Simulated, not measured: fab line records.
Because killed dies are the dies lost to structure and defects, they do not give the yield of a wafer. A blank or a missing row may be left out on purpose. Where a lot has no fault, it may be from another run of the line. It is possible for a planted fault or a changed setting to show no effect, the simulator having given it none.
fab line records / flow gf180mcu
[record] lots = 15 wafers = 45 lastDay = 33
route steps=602 shown V3@432 V4@491
lots that met no fault: from a run of the same line without faults
startH: the number of hours between the record's first day and the start of the first shown wafer of the lot / waitH: hours elapsed since this lot's preceding step / " as in the row above / L1.1+2: one row covering several wafers at once / - no value present, or no start provided / * or withheld: withheld / < > ~ a bound
route shown NAME@n: NAME is a module with steps in the file, n the number in the route of the first one / usual: the fault-free wafers' mean and standard deviation / same: alike in all rows / chamber/n: place in a boat / sites: the reading at each site / _std_site: standard deviation of those values / _edge_site: outer sites' mean less inner sites' / radiusMm: for every site, how far away it sits from the centre of the wafer / mask NAME#n: copy n / behind: the last tool/chamber to shape the wafer / hold: why the lot was held/for how many hours/how that ended / device: transistor that didn't switch, given as n, p or np / end of line: the tests these same wafers got at the end of their route / for a step that has no rows: nothing shown but its recipe / killed: at the first sort, the dies lost to defects and structure; wafer yield is something else / map: a wafer's dies, marking killed ones x, the rest . and places with no die _
set.NAME: the setting as run; set.NAME@STEP: as run at that earlier step / model.NAME: the simulator's own value behind a step, which no gauge read
one table for each step of the route and one row for each wafer, over a sample of lots
[[steps]]
[step GF_V3_THK_MEAS_03]
[recipe] reads = SiO2_of_V3_CVD_02
[usual] V3_CVD_02_THK = 846/9.9
lot.wafer=L708.1 tool=filmMetro-03 chamber=- startH=486.22 waitH=0.0 V3_CVD_02_THK[nm]=850
lot.wafer=L708.2 tool=filmMetro-03 chamber=- startH=486.22 waitH=0.0 V3_CVD_02_THK[nm]=863
lot.wafer=L708.3 tool=filmMetro-03 chamber=- startH=486.22 waitH=0.0 V3_CVD_02_THK[nm]=855
lot.wafer=L711.2 tool=filmMetro-04 chamber=- startH=516.03 waitH=0.0 V3_CVD_02_THK[nm]=833
lot.wafer=L711.3 tool=filmMetro-04 chamber=- startH=516.03 waitH=0.0 V3_CVD_02_THK[nm]=829
lot.wafer=L711.6 tool=filmMetro-04 chamber=- startH=516.03 waitH=0.0 V3_CVD_02_THK[nm]=842
lot.wafer=L714.4 tool=filmMetro-01 chamber=- startH=542.78 waitH=0.0 V3_CVD_02_THK[nm]=856
lot.wafer=L714.5 tool=filmMetro-01 chamber=- startH=542.78 waitH=0.0 V3_CVD_02_THK[nm]=858
lot.wafer=L714.6 tool=filmMetro-01 chamber=- startH=542.78 waitH=0.0 V3_CVD_02_THK[nm]=853
lot.wafer=L715.2 tool=filmMetro-01 chamber=- startH=549.51 waitH=0.0 V3_CVD_02_THK[nm]=843
lot.wafer=L715.3 tool=filmMetro-01 chamber=- startH=549.51 waitH=0.0 V3_CVD_02_THK[nm]=834
lot.wafer=L715.4 tool=filmMetro-01 chamber=- startH=549.51 waitH=0.0 V3_CVD_02_THK[nm]=853
lot.wafer=L716.1 tool=filmMetro-04 chamber=- startH=555.20 waitH=0.0 V3_CVD_02_THK[nm]=842
lot.wafer=L716.4 tool=filmMetro-04 chamber=- startH=555.20 waitH=0.0 V3_CVD_02_THK[nm]=851
lot.wafer=L716.6 tool=filmMetro-04 chamber=- startH=555.20 waitH=0.0 V3_CVD_02_THK[nm]=849
lot.wafer=L717.1 tool=filmMetro-01 chamber=- startH=567.91 waitH=0.0 V3_CVD_02_THK[nm]=844
lot.wafer=L717.3 tool=filmMetro-01 chamber=- startH=567.91 waitH=0.0 V3_CVD_02_THK[nm]=833
lot.wafer=L717.6 tool=filmMetro-01 chamber=- startH=567.91 waitH=0.0 V3_CVD_02_THK[nm]=846
lot.wafer=L720.1 tool=filmMetro-04 chamber=- startH=586.31 waitH=0.1 V3_CVD_02_THK[nm]=822
lot.wafer=L720.3 tool=filmMetro-04 chamber=- startH=586.31 waitH=0.1 V3_CVD_02_THK[nm]=849
lot.wafer=L720.6 tool=filmMetro-04 chamber=- startH=586.31 waitH=0.1 V3_CVD_02_THK[nm]=845
lot.wafer=L721.2 tool=filmMetro-03 chamber=- startH=604.44 waitH=0.1 V3_CVD_02_THK[nm]=843
lot.wafer=L721.4 tool=filmMetro-03 chamber=- startH=604.44 waitH=0.1 V3_CVD_02_THK[nm]=852
lot.wafer=L721.6 tool=filmMetro-03 chamber=- startH=604.44 waitH=0.1 V3_CVD_02_THK[nm]=862
lot.wafer=L722.2 tool=filmMetro-03 chamber=- startH=607.28 waitH=0.0 V3_CVD_02_THK[nm]=845
lot.wafer=L722.4 tool=filmMetro-03 chamber=- startH=607.28 waitH=0.0 V3_CVD_02_THK[nm]=851
lot.wafer=L722.5 tool=filmMetro-03 chamber=- startH=607.28 waitH=0.0 V3_CVD_02_THK[nm]=853
lot.wafer=L723.1 tool=filmMetro-01 chamber=- startH=615.75 waitH=0.1 V3_CVD_02_THK[nm]=843
lot.wafer=L723.3 tool=filmMetro-01 chamber=- startH=615.75 waitH=0.1 V3_CVD_02_THK[nm]=863
lot.wafer=L723.6 tool=filmMetro-01 chamber=- startH=615.75 waitH=0.1 V3_CVD_02_THK[nm]=842
lot.wafer=L724.2 tool=filmMetro-04 chamber=- startH=623.31 waitH=0.0 V3_CVD_02_THK[nm]=836
lot.wafer=L724.3 tool=filmMetro-04 chamber=- startH=623.31 waitH=0.0 V3_CVD_02_THK[nm]=838
lot.wafer=L724.5 tool=filmMetro-04 chamber=- startH=623.31 waitH=0.0 V3_CVD_02_THK[nm]=855
lot.wafer=L725.1 tool=filmMetro-01 chamber=- startH=628.32 waitH=0.0 V3_CVD_02_THK[nm]=846
lot.wafer=L725.4 tool=filmMetro-01 chamber=- startH=628.32 waitH=0.0 V3_CVD_02_THK[nm]=861
lot.wafer=L725.5 tool=filmMetro-01 chamber=- startH=628.32 waitH=0.0 V3_CVD_02_THK[nm]=862
lot.wafer=L726.1 tool=filmMetro-03 chamber=- startH=637.64 waitH=0.0 V3_CVD_02_THK[nm]=846
lot.wafer=L726.2 tool=filmMetro-03 chamber=- startH=637.64 waitH=0.0 V3_CVD_02_THK[nm]=838
lot.wafer=L726.3 tool=filmMetro-03 chamber=- startH=637.64 waitH=0.0 V3_CVD_02_THK[nm]=840
lot.wafer=L727.2 tool=filmMetro-01 chamber=- startH=644.03 waitH=0.0 V3_CVD_02_THK[nm]=845
lot.wafer=L727.4 tool=filmMetro-01 chamber=- startH=644.03 waitH=0.0 V3_CVD_02_THK[nm]=862
lot.wafer=L727.5 tool=filmMetro-01 chamber=- startH=644.03 waitH=0.0 V3_CVD_02_THK[nm]=853
lot.wafer=L728.2 tool=filmMetro-03 chamber=- startH=654.28 waitH=0.0 V3_CVD_02_THK[nm]=840
lot.wafer=L728.3 tool=filmMetro-03 chamber=- startH=654.28 waitH=0.0 V3_CVD_02_THK[nm]=836
lot.wafer=L728.5 tool=filmMetro-03 chamber=- startH=654.28 waitH=0.0 V3_CVD_02_THK[nm]=844
[step GF_V3_DEVELOP_13]
[recipe] developTimeS = 60 resist = KrF devTempC = 21
[usual] chillPlateTempC = 23.00/0.11 developTimeS = 60/0
lot.wafer=L708.1 tool=lithoTrack-02 chamber=0 startH=510.45 waitH=0.2 chillPlateTempC=23.02 developTimeS=60
lot.wafer=L708.2 tool=lithoTrack-02 chamber=0 startH=510.45 waitH=0.2 chillPlateTempC=23.14 developTimeS=60
lot.wafer=L708.3 tool=lithoTrack-02 chamber=0 startH=510.45 waitH=0.2 chillPlateTempC=23.17 developTimeS=60
lot.wafer=L711.2 tool=lithoTrack-03 chamber=0 startH=539.22 waitH=0.2 chillPlateTempC=22.92 developTimeS=60
lot.wafer=L711.3 tool=lithoTrack-03 chamber=0 startH=539.22 waitH=0.2 chillPlateTempC=22.72 developTimeS=60
lot.wafer=L711.6 tool=lithoTrack-03 chamber=0 startH=539.22 waitH=0.2 chillPlateTempC=23.04 developTimeS=60
lot.wafer=L714.4 tool=lithoTrack-04 chamber=0 startH=565.03 waitH=0.1 chillPlateTempC=22.85 developTimeS=60
lot.wafer=L714.5 tool=lithoTrack-04 chamber=0 startH=565.03 waitH=0.1 chillPlateTempC=22.78 developTimeS=60
lot.wafer=L714.6 tool=lithoTrack-04 chamber=0 startH=565.03 waitH=0.1 chillPlateTempC=22.98 developTimeS=60
lot.wafer=L715.2 tool=lithoTrack-02 chamber=0 startH=572.57 waitH=0.2 chillPlateTempC=23.02 developTimeS=60
lot.wafer=L715.3 tool=lithoTrack-02 chamber=0 startH=572.57 waitH=0.2 chillPlateTempC=22.95 developTimeS=60
lot.wafer=L715.4 tool=lithoTrack-02 chamber=0 startH=572.57 waitH=0.2 chillPlateTempC=23.07 developTimeS=60
lot.wafer=L716.1 tool=lithoTrack-04 chamber=0 startH=578.00 waitH=0.2 chillPlateTempC=22.97 developTimeS=60
lot.wafer=L716.4 tool=lithoTrack-04 chamber=0 startH=578.00 waitH=0.2 chillPlateTempC=23.06 developTimeS=60
lot.wafer=L716.6 tool=lithoTrack-04 chamber=0 startH=578.00 waitH=0.2 chillPlateTempC=22.98 developTimeS=60
lot.wafer=L717.1 tool=lithoTrack-04 chamber=0 startH=589.75 waitH=0.2 chillPlateTempC=22.95 developTimeS=60
lot.wafer=L717.3 tool=lithoTrack-04 chamber=0 startH=589.75 waitH=0.2 chillPlateTempC=22.86 developTimeS=60
lot.wafer=L717.6 tool=lithoTrack-04 chamber=0 startH=589.75 waitH=0.2 chillPlateTempC=22.85 developTimeS=60
lot.wafer=L720.1 tool=lithoTrack-04 chamber=0 startH=607.40 waitH=0.2 chillPlateTempC=23.11 developTimeS=60
lot.wafer=L720.3 tool=lithoTrack-04 chamber=0 startH=607.40 waitH=0.2 chillPlateTempC=23.13 developTimeS=60
lot.wafer=L720.6 tool=lithoTrack-04 chamber=0 startH=607.40 waitH=0.2 chillPlateTempC=23.11 developTimeS=60
lot.wafer=L721.2 tool=lithoTrack-03 chamber=0 startH=625.72 waitH=0.2 chillPlateTempC=22.99 developTimeS=60
lot.wafer=L721.4 tool=lithoTrack-03 chamber=0 startH=625.72 waitH=0.2 chillPlateTempC=23.05 developTimeS=60
lot.wafer=L721.6 tool=lithoTrack-03 chamber=0 startH=625.72 waitH=0.2 chillPlateTempC=22.96 developTimeS=60
lot.wafer=L722.2 tool=lithoTrack-04 chamber=0 startH=628.03 waitH=0.2 chillPlateTempC=23.28 developTimeS=60
lot.wafer=L722.4 tool=lithoTrack-04 chamber=0 startH=628.03 waitH=0.2 chillPlateTempC=23.00 developTimeS=60
lot.wafer=L722.5 tool=lithoTrack-04 chamber=0 startH=628.03 waitH=0.2 chillPlateTempC=22.87 developTimeS=60
lot.wafer=L723.1 tool=lithoTrack-04 chamber=0 startH=636.15 waitH=0.2 chillPlateTempC=23.08 developTimeS=60
lot.wafer=L723.3 tool=lithoTrack-04 chamber=0 startH=636.15 waitH=0.2 chillPlateTempC=23.05 developTimeS=60
lot.wafer=L723.6 tool=lithoTrack-04 chamber=0 startH=636.15 waitH=0.2 chillPlateTempC=22.98 developTimeS=60
lot.wafer=L724.2 tool=lithoTrack-03 chamber=- startH=643.22 waitH=0.2 chillPlateTempC=- developTimeS=-
lot.wafer=L724.3 tool=lithoTrack-03 chamber=- startH=643.22 waitH=0.2 chillPlateTempC=- developTimeS=-
lot.wafer=L724.5 tool=lithoTrack-03 chamber=- startH=643.22 waitH=0.2 chillPlateTempC=- developTimeS=-
lot.wafer=L725.1 tool=lithoTrack-02 chamber=- startH=647.95 waitH=0.2 chillPlateTempC=- developTimeS=-
lot.wafer=L725.4 tool=lithoTrack-02 chamber=- startH=647.95 waitH=0.2 chillPlateTempC=- developTimeS=-
lot.wafer=L725.5 tool=lithoTrack-02 chamber=- startH=647.95 waitH=0.2 chillPlateTempC=- developTimeS=-
lot.wafer=L726.1 tool=lithoTrack-03 chamber=- startH=657.50 waitH=0.2 chillPlateTempC=- developTimeS=-
lot.wafer=L726.2 tool=lithoTrack-03 chamber=- startH=657.50 waitH=0.2 chillPlateTempC=- developTimeS=-
lot.wafer=L726.3 tool=lithoTrack-03 chamber=- startH=657.50 waitH=0.2 chillPlateTempC=- developTimeS=-
lot.wafer=L727.2 tool=lithoTrack-03 chamber=0 startH=663.52 waitH=0.2 chillPlateTempC=23.20 developTimeS=60
lot.wafer=L727.4 tool=lithoTrack-03 chamber=0 startH=663.52 waitH=0.2 chillPlateTempC=23.19 developTimeS=60
lot.wafer=L727.5 tool=lithoTrack-03 chamber=0 startH=663.52 waitH=0.2 chillPlateTempC=23.24 developTimeS=60
lot.wafer=L728.2 tool=lithoTrack-02 chamber=0 startH=673.62 waitH=0.2 chillPlateTempC=22.95 developTimeS=60
lot.wafer=L728.3 tool=lithoTrack-02 chamber=0 startH=673.62 waitH=0.2 chillPlateTempC=23.01 developTimeS=60
lot.wafer=L728.5 tool=lithoTrack-02 chamber=0 startH=673.62 waitH=0.2 chillPlateTempC=22.89 developTimeS=60
[step GF_V4_OVL_MEAS_15]
[usual] V4_OVL = -1/5.5
lot.wafer=L708.1 tool=overlay-02 chamber=- startH=559.32 waitH=0.1 V4_OVL[nm]=10
lot.wafer=L708.2 tool=overlay-02 chamber=- startH=559.32 waitH=0.1 V4_OVL[nm]=6
lot.wafer=L708.3 tool=overlay-02 chamber=- startH=559.32 waitH=0.1 V4_OVL[nm]=0
lot.wafer=L711.2 tool=overlay-02 chamber=- startH=587.22 waitH=0.1 V4_OVL[nm]=12
lot.wafer=L711.3 tool=overlay-02 chamber=- startH=587.22 waitH=0.1 V4_OVL[nm]=13
lot.wafer=L711.6 tool=overlay-02 chamber=- startH=587.22 waitH=0.1 V4_OVL[nm]=5
lot.wafer=L714.4 tool=overlay-01 chamber=- startH=611.99 waitH=0.1 V4_OVL[nm]=-4
lot.wafer=L714.5 tool=overlay-01 chamber=- startH=611.99 waitH=0.1 V4_OVL[nm]=2
lot.wafer=L714.6 tool=overlay-01 chamber=- startH=611.99 waitH=0.1 V4_OVL[nm]=-7
lot.wafer=L715.2 tool=overlay-01 chamber=- startH=618.82 waitH=0.1 V4_OVL[nm]=7
lot.wafer=L715.3 tool=overlay-01 chamber=- startH=618.82 waitH=0.1 V4_OVL[nm]=-3
lot.wafer=L715.4 tool=overlay-01 chamber=- startH=618.82 waitH=0.1 V4_OVL[nm]=2
lot.wafer=L716.1 tool=overlay-02 chamber=- startH=623.12 waitH=0.1 V4_OVL[nm]=1
lot.wafer=L716.4 tool=overlay-02 chamber=- startH=623.12 waitH=0.1 V4_OVL[nm]=-2
lot.wafer=L716.6 tool=overlay-02 chamber=- startH=623.12 waitH=0.1 V4_OVL[nm]=0
lot.wafer=L717.1 tool=overlay-02 chamber=- startH=634.22 waitH=0.1 V4_OVL[nm]=-8
lot.wafer=L717.3 tool=overlay-02 chamber=- startH=634.22 waitH=0.1 V4_OVL[nm]=-3
lot.wafer=L717.6 tool=overlay-02 chamber=- startH=634.22 waitH=0.1 V4_OVL[nm]=-4
lot.wafer=L720.1 tool=overlay-02 chamber=- startH=652.22 waitH=0.1 V4_OVL[nm]=11
lot.wafer=L720.3 tool=overlay-02 chamber=- startH=652.22 waitH=0.1 V4_OVL[nm]=0
lot.wafer=L720.6 tool=overlay-02 chamber=- startH=652.22 waitH=0.1 V4_OVL[nm]=-8
lot.wafer=L721.2 tool=overlay-02 chamber=- startH=667.93 waitH=0.1 V4_OVL[nm]=-4
lot.wafer=L721.4 tool=overlay-02 chamber=- startH=667.93 waitH=0.1 V4_OVL[nm]=0
lot.wafer=L721.6 tool=overlay-02 chamber=- startH=667.93 waitH=0.1 V4_OVL[nm]=-3
lot.wafer=L722.2 tool=overlay-02 chamber=- startH=670.72 waitH=0.1 V4_OVL[nm]=-6
lot.wafer=L722.4 tool=overlay-02 chamber=- startH=670.72 waitH=0.1 V4_OVL[nm]=-6
lot.wafer=L722.5 tool=overlay-02 chamber=- startH=670.72 waitH=0.1 V4_OVL[nm]=-4
lot.wafer=L723.1 tool=overlay-02 chamber=- startH=678.15 waitH=0.1 V4_OVL[nm]=-4
lot.wafer=L723.3 tool=overlay-02 chamber=- startH=678.15 waitH=0.1 V4_OVL[nm]=1
lot.wafer=L723.6 tool=overlay-02 chamber=- startH=678.15 waitH=0.1 V4_OVL[nm]=-5
lot.wafer=L727.2 tool=overlay-01 chamber=- startH=703.98 waitH=0.1 V4_OVL[nm]=3
lot.wafer=L727.4 tool=overlay-01 chamber=- startH=703.98 waitH=0.1 V4_OVL[nm]=0
lot.wafer=L727.5 tool=overlay-01 chamber=- startH=703.98 waitH=0.1 V4_OVL[nm]=4
lot.wafer=L728.2 tool=overlay-01 chamber=- startH=712.27 waitH=0.1 V4_OVL[nm]=-1
lot.wafer=L728.3 tool=overlay-01 chamber=- startH=712.27 waitH=0.1 V4_OVL[nm]=6
lot.wafer=L728.5 tool=overlay-01 chamber=- startH=712.27 waitH=0.1 V4_OVL[nm]=1
[step GF_V4_THK_MEAS_25]
[recipe] thkMeasGauge = xrf reads = W_of_V4_CVD_23
[usual] V4_W_THK = 351/5.2
lot.wafer=L708.1 tool=filmMetro-04 chamber=- startH=560.36 waitH=0.1 V4_W_THK[nm]=343
lot.wafer=L708.2 tool=filmMetro-04 chamber=- startH=560.36 waitH=0.1 V4_W_THK[nm]=342
lot.wafer=L708.3 tool=filmMetro-04 chamber=- startH=560.36 waitH=0.1 V4_W_THK[nm]=344
lot.wafer=L711.2 tool=filmMetro-02 chamber=- startH=588.27 waitH=0.1 V4_W_THK[nm]=350
lot.wafer=L711.3 tool=filmMetro-02 chamber=- startH=588.27 waitH=0.1 V4_W_THK[nm]=352
lot.wafer=L711.6 tool=filmMetro-02 chamber=- startH=588.27 waitH=0.1 V4_W_THK[nm]=354
lot.wafer=L714.4 tool=filmMetro-04 chamber=- startH=613.14 waitH=0.1 V4_W_THK[nm]=343
lot.wafer=L714.5 tool=filmMetro-04 chamber=- startH=613.14 waitH=0.1 V4_W_THK[nm]=344
lot.wafer=L714.6 tool=filmMetro-04 chamber=- startH=613.14 waitH=0.1 V4_W_THK[nm]=347
lot.wafer=L715.2 tool=filmMetro-02 chamber=- startH=619.90 waitH=0.1 V4_W_THK[nm]=352
lot.wafer=L715.3 tool=filmMetro-02 chamber=- startH=619.90 waitH=0.1 V4_W_THK[nm]=351
lot.wafer=L715.4 tool=filmMetro-02 chamber=- startH=619.90 waitH=0.1 V4_W_THK[nm]=353
lot.wafer=L716.1 tool=filmMetro-02 chamber=- startH=624.18 waitH=0.1 V4_W_THK[nm]=344
lot.wafer=L716.4 tool=filmMetro-02 chamber=- startH=624.18 waitH=0.1 V4_W_THK[nm]=346
lot.wafer=L716.6 tool=filmMetro-02 chamber=- startH=624.18 waitH=0.1 V4_W_THK[nm]=344
lot.wafer=L717.1 tool=filmMetro-02 chamber=- startH=635.59 waitH=0.1 V4_W_THK[nm]=347
lot.wafer=L717.3 tool=filmMetro-02 chamber=- startH=635.59 waitH=0.1 V4_W_THK[nm]=347
lot.wafer=L717.6 tool=filmMetro-02 chamber=- startH=635.59 waitH=0.1 V4_W_THK[nm]=347
lot.wafer=L720.1 tool=filmMetro-04 chamber=- startH=653.25 waitH=0.1 V4_W_THK[nm]=342
lot.wafer=L720.3 tool=filmMetro-04 chamber=- startH=653.25 waitH=0.1 V4_W_THK[nm]=343
lot.wafer=L720.6 tool=filmMetro-04 chamber=- startH=653.25 waitH=0.1 V4_W_THK[nm]=348
lot.wafer=L721.2 tool=filmMetro-04 chamber=- startH=668.96 waitH=0.1 V4_W_THK[nm]=349
lot.wafer=L721.4 tool=filmMetro-04 chamber=- startH=668.96 waitH=0.1 V4_W_THK[nm]=347
lot.wafer=L721.6 tool=filmMetro-04 chamber=- startH=668.96 waitH=0.1 V4_W_THK[nm]=348
lot.wafer=L722.2 tool=filmMetro-02 chamber=- startH=671.79 waitH=0.1 V4_W_THK[nm]=356
lot.wafer=L722.4 tool=filmMetro-02 chamber=- startH=671.79 waitH=0.1 V4_W_THK[nm]=350
lot.wafer=L722.5 tool=filmMetro-02 chamber=- startH=671.79 waitH=0.1 V4_W_THK[nm]=350
lot.wafer=L723.1 tool=filmMetro-02 chamber=- startH=679.19 waitH=0.1 V4_W_THK[nm]=351
lot.wafer=L723.3 tool=filmMetro-02 chamber=- startH=679.19 waitH=0.1 V4_W_THK[nm]=349
lot.wafer=L723.6 tool=filmMetro-02 chamber=- startH=679.19 waitH=0.1 V4_W_THK[nm]=354
lot.wafer=L727.2 tool=filmMetro-04 chamber=- startH=705.05 waitH=0.1 V4_W_THK[nm]=352
lot.wafer=L727.4 tool=filmMetro-04 chamber=- startH=705.05 waitH=0.1 V4_W_THK[nm]=350
lot.wafer=L727.5 tool=filmMetro-04 chamber=- startH=705.05 waitH=0.1 V4_W_THK[nm]=348
lot.wafer=L728.2 tool=filmMetro-04 chamber=- startH=713.36 waitH=0.1 V4_W_THK[nm]=346
lot.wafer=L728.3 tool=filmMetro-04 chamber=- startH=713.36 waitH=0.1 V4_W_THK[nm]=349
lot.wafer=L728.5 tool=filmMetro-04 chamber=- startH=713.36 waitH=0.1 V4_W_THK[nm]=345
[[key]]
[firstSign] step = GF_V3_DEVELOP_13 reading = toolRecord direction = missing
effect none on later readings
metAt GF_V3_DEVELOP_13
struckLots L724,L725,L726
laterRowsLeftOut L724.2,L724.3,L724.5,L725.1,L725.4,L725.5,L726.1,L726.2,L726.3
sortLeftOut L724.2,L724.3,L724.5,L725.1,L725.4,L725.5,L726.1,L726.2,L726.3
notActingAt GF_V3_THK_MEAS_03,GF_V4_OVL_MEAS_15,GF_V4_THK_MEAS_25
onsetBetween 625.72 643.22
[fault] kind = skippedStepWhole tool = lithoTrack-02,lithoTrack-03 chamber = - onsetH = 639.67 steps = GF_V3_DEVELOP_13 scope = struckLotsOnly
// sortLeftOut: the simulated sort isn't trusted on such a fault, so these wafers' sort isn't shown, and their yield isn't known
// laterRowsLeftOut: the simulator's readings of these wafers behind a module that went badly wrong aren't trusted and aren't shown, but for the sort
